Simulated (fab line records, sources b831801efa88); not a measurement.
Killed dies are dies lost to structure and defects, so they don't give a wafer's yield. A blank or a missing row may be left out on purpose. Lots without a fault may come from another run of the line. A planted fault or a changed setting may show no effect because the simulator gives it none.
Which tool did it? | flow sky130 | 11 lots, 33 wafers sampled, at 5 steps of a route of 708

WHAT THE GAUGES READ, wafer by wafer
SKY_LDD_N_TW_MEAS_17.
lot  | measured     | on            | LDD_N_TW
L399 | day 17 05:50 | film_metro-01 | 2590 2599 2599
L403 | day 20 05:32 | film_metro-04 | 2529 2537 2530
L404 | day 20 08:55 | film_metro-04 | 2535 2535 2550
L405 | day 20 08:47 | film_metro-02 | 2604 2592 2596
L406 | day 20 09:05 | film_metro-02 | 2596 2592 2581
L417 | day 24 13:58 | film_metro-02 | 2618 2631 2629
L416 | day 24 19:18 | film_metro-01 | 2931 2940 2937
L418 | day 25 02:13 | film_metro-02 | 3001 2974 2974
L419 | day 25 00:32 | film_metro-04 | 2875 2877 2885
L420 | day 25 03:59 | film_metro-01 | 2594 2592 2600
L422 | day 25 19:47 | film_metro-04 | 2542 2536 2556

WHICH TOOL RAN EACH LOT (tool, then ch and the chambers of the sampled wafers, then the start)
lot  | SKY_VT_ADJUST_LVTN_STRIP_20          | SKY_SONOS_ONO_STRIP_17               | SKY_LDD_N_IMPLANT_11            | SKY_LDD_N_STRIP_16
L399 | plasma_asher-04 ch 0,1, day 7 16:43  | plasma_asher-03 ch 0,1, day 12 14:13 | implanter-03 ch 0, day 17 04:59 | plasma_asher-04 ch 0,1, day 17 05:44
L403 | plasma_asher-01 ch 0,1, day 8 17:59  | plasma_asher-04 ch 0,1, day 14 20:43 | implanter-04 ch 0, day 20 04:43 | plasma_asher-01 ch 0,1, day 20 05:26
L404 | plasma_asher-01 ch 0,1, day 8 22:31  | plasma_asher-04 ch 0,1, day 14 21:50 | implanter-04 ch 0, day 20 08:05 | plasma_asher-04 ch 0,1, day 20 08:49
L405 | plasma_asher-01 ch 0,1, day 9 08:10  | plasma_asher-01 ch 0, day 14 21:47   | implanter-01 ch 0, day 20 07:58 | plasma_asher-03 ch 0,1, day 20 08:41
L406 | plasma_asher-03 ch 0,1, day 9 15:37  | plasma_asher-03 ch 0,1, day 14 22:06 | implanter-03 ch 0, day 20 08:16 | plasma_asher-03 ch 0,1, day 20 08:59
L417 | plasma_asher-01 ch 0,1, day 13 02:35 | plasma_asher-01 ch 1, day 19 01:43   | implanter-01 ch 0, day 24 13:07 | plasma_asher-01 ch 0,1, day 24 13:52
L416 | plasma_asher-04 ch 1, day 13 03:13   | plasma_asher-01 ch 0,1, day 19 03:05 | implanter-04 ch 0, day 24 17:44 | plasma_asher-04 ch 0,1, day 24 19:11
L418 | plasma_asher-04 ch 0,1, day 13 11:10 | plasma_asher-04 ch 0,1, day 19 15:13 | implanter-04 ch 0, day 25 01:22 | plasma_asher-03 ch 0,1, day 25 02:07
L419 | plasma_asher-01 ch 0,1, day 13 11:28 | plasma_asher-01 ch 0, day 19 14:52   | implanter-04 ch 0, day 24 23:41 | plasma_asher-04 ch 0,1, day 25 00:26
L420 | plasma_asher-01 ch 0,1, day 13 17:04 | plasma_asher-03 ch 0,1, day 19 17:52 | implanter-01 ch 0, day 25 03:09 | plasma_asher-04 ch 0,1, day 25 03:53
L422 | plasma_asher-03 ch 0,1, day 14 02:05 | plasma_asher-04 ch 0,1, day 20 10:20 | implanter-01 ch 0, day 25 18:56 | plasma_asher-03 ch 0,1, day 25 19:41
- SKY_VT_ADJUST_LVTN_STRIP_20: strips in O2/N2.
- SKY_SONOS_ONO_STRIP_17: strips in O2/N2.
- SKY_LDD_N_IMPLANT_11
- SKY_LDD_N_STRIP_16: strips in O2/N2.

THE ANSWER, worked out from the rows above alone
Rule: what is usual is taken from the lots themselves. Put in order of their means at a reading, lots are off if they are a third of the lots or fewer, leave a main group of 4 or more, and stand apart from it by a gap of 3 or more times the standard deviation of the main group's means; of several such gaps the widest counts. A main group whose means are all the same, to the digits that the tables above print for the reading, isn't used. A lot without any number at a reading at which 4 lots or more have one is off too. The other lots that the step has rows for count as sound.
Off: L416, L418, L419, at SKY_LDD_N_TW_MEAS_17 (LDD_N_TW). The main group: mean 2578, standard deviation 32.
A tool fits if, at a process step before that reading, it ran every lot that is off, and no sound lot after the first of them. The gauges at SKY_LDD_N_TW_MEAS_17 are tried like those tools. One fits: implanter-04 at SKY_LDD_N_IMPLANT_11. Its last sound lot is L404 (day 20 08:05), its first lot that is off L416 (day 24 17:44): a fault that began between those two fits.

WHAT THE SIMULATOR HAD PUT IN
Process parameter drift: implanter-04, from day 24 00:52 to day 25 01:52, at SKY_LDD_N_IMPLANT_11. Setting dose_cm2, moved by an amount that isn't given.
Lots struck among those shown: L416, L419, L418. The rule above found the same.
